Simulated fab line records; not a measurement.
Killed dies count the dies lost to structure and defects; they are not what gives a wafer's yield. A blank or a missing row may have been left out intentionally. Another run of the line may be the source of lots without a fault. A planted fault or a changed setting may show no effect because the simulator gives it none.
A lot that was struck, set against a sound lot	flow gf180mcu	16 out of 602 route steps
Sound: wafers L270.3, L270.5, L270.6. Wafers L281.1, L281.4, L281.6 were the ones struck. At the end, the cause is stated.
Per side, at each step with rows, come the tool, then ch with its chambers, and then its first start. Under that, the readings that differ: sound wafers	struck wafers	difference of the means	sigmas: that difference in standard deviations of wafers without a fault.
alike: words and numbers the same on both sides, and readings whose means are apart by under 2 such deviations; not compared: readings that were withheld, readings missing a value for some wafer, numbers with overlapping values and no deviation given by the record, and bounds like >300 which may hide the same value.
Wherever a step has rows on one side only, a row that says differs or no value, or a row with sigmas, the two part there. Numbers that have no deviation but don't overlap get no sigmas and don't part them. A reading missing from all wafers of one side parts the sides only when that side holds two or more wafers.

GF_NSD_CD_MEAS_07 targets a cd of 400 nm.
  struck on cdSem-01, day 18 01:22; sound on cdSem-01, day 13 16:54
  alike: cdNm
GF_NSD_OVL_MEAS_08:
  struck on overlay-02, day 18 01:29; sound on overlay-01, day 13 16:59
  alike: NSD_OVL
then, 2 steps without rows for these wafers: GF_NSD_IMPLANT_09; GF_NSD_IMPLANT_10.
GF_NSD_STRIP_11: strips in O2/N2.
  sound on plasmaAsher-04 ch 0,1, day 13 17:21; struck on plasmaAsher-03 ch 0,1, day 18 01:49
  alike: drypumpMotorCurrentA, heaterPowerW, oesProductAu, stripTimeToEndpointS
  not compared: rfHoursCounterH
GF_NSD_TW_MEAS_12:
  struck on filmMetro-03, day 18 01:55; sound on filmMetro-03, day 13 17:26
  alike: NSD_TW
then, 6 steps without rows for these wafers: GF_PSD_DEHYDRATE_00 (time 60 s); GF_PSD_HMDS_01 (prime time 60 s); GF_PSD_COAT_02 (resist thk 1000 nm); GF_PSD_SOFTBAKE_03 (time 60 s); GF_PSD_EXPOSE_04 (exposes mask Pplus, target cd 400 nm); GF_PSD_PEB_05.
GF_PSD_DEVELOP_06: develop time 60 s.
  sound on lithoTrack-02 ch 0, day 14 13:30; struck on lithoTrack-02 ch 0, day 19 01:44
GF_PSD_CD_MEAS_07 targets a cd of 400 nm.
  struck on cdSem-01, day 19 01:53; sound on cdSem-02, day 14 13:38
reading	sound	struck	difference	sigmas
cdNm (nm)	396.1 397.4 397.2	421.3 419.9 420.1	+23.5	+12
GF_PSD_OVL_MEAS_08:
  struck on overlay-02, day 19 02:01; sound on overlay-02, day 14 13:44
  alike: PSD_OVL
-- the record jumps here: 14 days lie between the struck wafers' starts before and after (it left off in module PSD and takes up again in module PASSIVATION, whose first step shown is number 602 of the route) --
GF_PASSIVATION_PROBE_99:
  only the struck wafers here have rows in the record (prober-02, day 32 21:07); the sound ones have none

== WHERE THEY PART ==
At GF_PSD_CD_MEAS_07 first; at GF_PASSIVATION_PROBE_99 last (within this record only).

WHY: what the simulator had put in
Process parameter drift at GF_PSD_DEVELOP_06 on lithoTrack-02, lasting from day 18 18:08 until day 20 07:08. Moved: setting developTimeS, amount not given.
